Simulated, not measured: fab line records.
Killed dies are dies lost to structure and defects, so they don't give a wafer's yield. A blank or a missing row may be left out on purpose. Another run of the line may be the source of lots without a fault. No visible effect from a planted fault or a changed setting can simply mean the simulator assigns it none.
Struck lot and sound lot, side by side :: flow sky130 :: 26 out of 708 route steps
Sound: wafers L440.3, L440.5, L440.6. Struck: wafers L445.1, L445.2, L445.4. The cause is given at the end.
At each step with rows: each side's tool, then ch and its chambers, then its first start. Under that, the readings that differ: sound wafers :: struck wafers :: difference of the means :: sigmas: that difference in standard deviations of wafers without a fault.
alike: a reading whose means differ by less than 2 such deviations, as well as words and numbers matching on both sides. not compared: withheld readings; readings where some wafer has no value; bounds like >300 that might hide an equal value; numbers whose values overlap and for which the record gives no deviation.
The two part at a step that has a row with sigmas, a row that says differs or no value, or rows on one side only. Numbers that have no deviation but don't overlap get no sigmas and don't part them. Lack of a reading on every wafer of one side parts them only where that side has two or more wafers.

SKY_LDD_N_STRIP_16: strips in O2/N2.
  sound on plasma asher-01 ch 0,1, day 21 06:56; struck on plasma asher-01 ch 0,1, day 22 01:56
  alike: chamber pressure mTorr, drypump motor current A, oes product au, strip time to endpoint s
  not compared: rf hours counter h
SKY_LDD_N_TW_MEAS_17:
  sound on film metro-02 at day 21 07:02; struck on film metro-01 at day 22 02:02
reading: LDD_N_TW
sound: 2562 2559 2570
struck: 2590 2603 2603
difference: +35
sigmas: +2
then, 7 steps without rows for these wafers: SKY_LDD_P_DEHYDRATE_00 (time 60 s); SKY_LDD_P_HMDS_01 (prime time 60 s); SKY_LDD_P_COAT_02 (resist thk 1140 nm); SKY_LDD_P_SOFTBAKE_03 (time 60 s); SKY_LDD_P_EXPOSE_04 (exposes mask PSDM, target cd 380 nm); SKY_LDD_P_PEB_05; SKY_LDD_P_DEVELOP_06 (develop time 60 s).
SKY_LDD_P_CD_MEAS_07: the cd target is 380 nm.
  sound on cd sem-02 at day 22 13:17; struck on cd sem-01 at day 23 07:49
  alike: cd nm
SKY_LDD_P_OVL_MEAS_08:
  sound on overlay-02 at day 22 13:23; struck on overlay-02 at day 23 07:56
  alike: LDD_P_OVL
then, 1 step without rows for these wafers: SKY_LDD_P_IMPLANT_09.
SKY_LDD_P_STRIP_10: strips in O2/N2.
  sound on plasma asher-02 ch 0,1, day 22 13:35; struck on plasma asher-02 ch 0,1, day 23 08:07
  no value came back on the struck wafers for chamber pressure mTorr (mTorr), drypump motor current A (A), oes product au (a.u.), strip time to endpoint s (s); on the sound wafers chamber pressure mTorr (mTorr) reads 1501.2 1496.5 1499.5
reading: model.NOVOLAK_of_LDD_P_COAT_02.thk nm (nm)
sound: 0 0 0
struck: 1141 1140 1138
difference: +1140
sigmas: 
  not compared: rf hours counter h
SKY_LDD_P_TW_MEAS_11:
  sound on film metro-04 at day 22 13:41; struck on film metro-04 at day 23 08:13
  alike: LDD_P_TW
then, 7 steps without rows for these wafers: SKY_LDD_HVN_DEHYDRATE_00 (time 60 s); SKY_LDD_HVN_HMDS_01 (prime time 60 s); SKY_LDD_HVN_COAT_02 (resist thk 300 nm); SKY_LDD_HVN_SOFTBAKE_03 (time 60 s); SKY_LDD_HVN_EXPOSE_04 (exposes mask HVNTM, target cd 700 nm); SKY_LDD_HVN_PEB_05; SKY_LDD_HVN_DEVELOP_06 (develop time 60 s).
SKY_LDD_HVN_OVL_MEAS_07:
  sound on overlay-01 at day 23 19:14; struck on overlay-02 at day 24 13:27
  alike: LDD_HVN_OVL
then, 1 step without rows for these wafers: SKY_LDD_HVN_IMPLANT_08.
SKY_LDD_HVN_STRIP_09: strips in O2/N2.
  sound on plasma asher-03 ch 0,1, day 23 19:26; struck on plasma asher-01 ch 0,1, day 24 13:38
reading: oes product au (a.u.)
sound: 0.409 0.412 0.407
struck: 0.727 0.719 0.717
difference: +0.312
sigmas: +69

reading: strip time to endpoint s (s)
sound: 4.135 4.139 4.107
struck: 21.766 21.750 21.716
difference: +17.617
sigmas: +99 or more
  alike: chamber pressure mTorr, drypump motor current A
  not compared: rf hours counter h
SKY_LDD_HVN_TW_MEAS_10:
  sound on film metro-03 at day 23 19:32; struck on film metro-02 at day 24 13:44
reading: LDD_HVN_TW
sound: 1444 1448 1448
struck: 30 30 30
difference: -1417
sigmas: -99 or more
then, 1 step without rows for these wafers: SKY_LDD_HVP_DEHYDRATE_00 (time 60 s).

WHERE THEY PART
Earliest at SKY_LDD_N_TW_MEAS_17; latest, in this record, at SKY_LDD_HVN_TW_MEAS_10.

WHY: what had been put in by the simulator
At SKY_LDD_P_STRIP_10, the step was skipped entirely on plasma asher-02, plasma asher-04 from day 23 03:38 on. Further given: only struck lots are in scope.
